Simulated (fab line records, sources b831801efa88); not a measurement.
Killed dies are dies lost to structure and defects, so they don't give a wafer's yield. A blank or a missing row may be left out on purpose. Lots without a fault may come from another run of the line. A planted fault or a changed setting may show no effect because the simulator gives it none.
A struck lot beside a sound one | flow sky130 | 15 steps out of a route of 708
Sound: wafers L395.4, L395.5, L395.6. Struck: wafers L391.1, L391.2, L391.4. The cause comes at the end.
At each step with rows: each side's tool, then ch and its chambers, then its first start. Under that, the readings that differ: sound wafers | struck wafers | difference of the means | sigmas: that difference in standard deviations of wafers without a fault.
alike: readings whose means differ by less than 2 such deviations, and words and numbers that are the same on both sides. not compared: withheld readings, readings that some wafer has no value for, bounds like >300 that may hide the same value, and numbers for which the record gives no deviation and whose values overlap.
The two part at a step that has a row with sigmas, a row that says differs or no value, or rows on one side only. Numbers that don't overlap but have no deviation are shown without sigmas and don't part them. A reading that every wafer of one side lacks parts them only if that side has two wafers or more.

SKY_NWELL_TW_MEAS_15:
  sound on film_metro-01, day 8 18:00; struck on film_metro-01, day 7 17:37
  alike: NWELL_TW
then, 7 steps without rows for these wafers: SKY_NWELL_DEHYDRATE_16 (time 60 s); SKY_NWELL_HMDS_17 (prime time 60 s); SKY_NWELL_COAT_18 (resist thk 3000 nm); SKY_NWELL_SOFTBAKE_19; SKY_NWELL_EXPOSE_20 (exposes mask NWM COMPLEMENT, target cd 840 nm); SKY_NWELL_PEB_21; SKY_NWELL_DEVELOP_22 (develop time 60 s).
SKY_NWELL_OVL_MEAS_23:
  sound on overlay-01, day 9 12:55; struck on overlay-02, day 8 12:29
  alike: NWELL_01_OVL
then, 1 step without rows for these wafers: SKY_NWELL_IMPLANT_24.
SKY_NWELL_STRIP_25: strips in O2/N2.
  sound on plasma_asher-02 ch 0,1, day 9 13:07; struck on plasma_asher-02 ch 0,1, day 8 12:40
  alike: drypump_motor_current_A, oes_product_au, strip_time_to_endpoint_s
  not compared: rf_hours_counter_h
SKY_NWELL_TW_MEAS_26:
  sound on film_metro-02, day 9 13:13; struck on film_metro-01, day 8 12:46
  alike: NWELL_2_TW
SKY_NWELL_CLEAN_27: cleans in SC1/SC2, time 150 s.
  sound on wet_bench-03 ch 2, day 9 13:14; struck on wet_bench-04 ch 3, day 8 12:50
  reading          | sound       | struck      | difference | sigmas
  run_length_s (s) | 176 176 176 | 113 113 113 | -63        | -18
  alike: bath_heat_duty_pct
SKY_NWELL_RTA_28: time 30 s.
  sound on rtp_anneal-01 ch 0, day 9 13:20; struck on rtp_anneal-01 ch 0, day 8 12:53
  alike: lamp_power_pct, wafer_temp_C_max
-- the record jumps here: 40 days lie between the struck wafers' starts before and after (it left off in module NWELL and takes up again in module PAD_OPEN, whose first step shown is number 708 of the route) --
SKY_PAD_OPEN_PROBE_99:
  sound on prober-01, day 49 16:40; struck on prober-01, day 48 15:59
  alike: killed_at_M0_to_M3, killed_at_M4_up, killed_at_contacts, killed_at_front_end, killed_at_other, killed_dies, killed_open, killed_short

WHERE THEY PART
Only at SKY_NWELL_CLEAN_27, within this record. Later steps at which nothing parts them and some readings are alike: SKY_NWELL_RTA_28, SKY_PAD_OPEN_PROBE_99.

WHY: what the simulator had put in
Process parameter drift: wet_bench-04, from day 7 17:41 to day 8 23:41, at SKY_NWELL_CLEAN_27. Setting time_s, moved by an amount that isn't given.
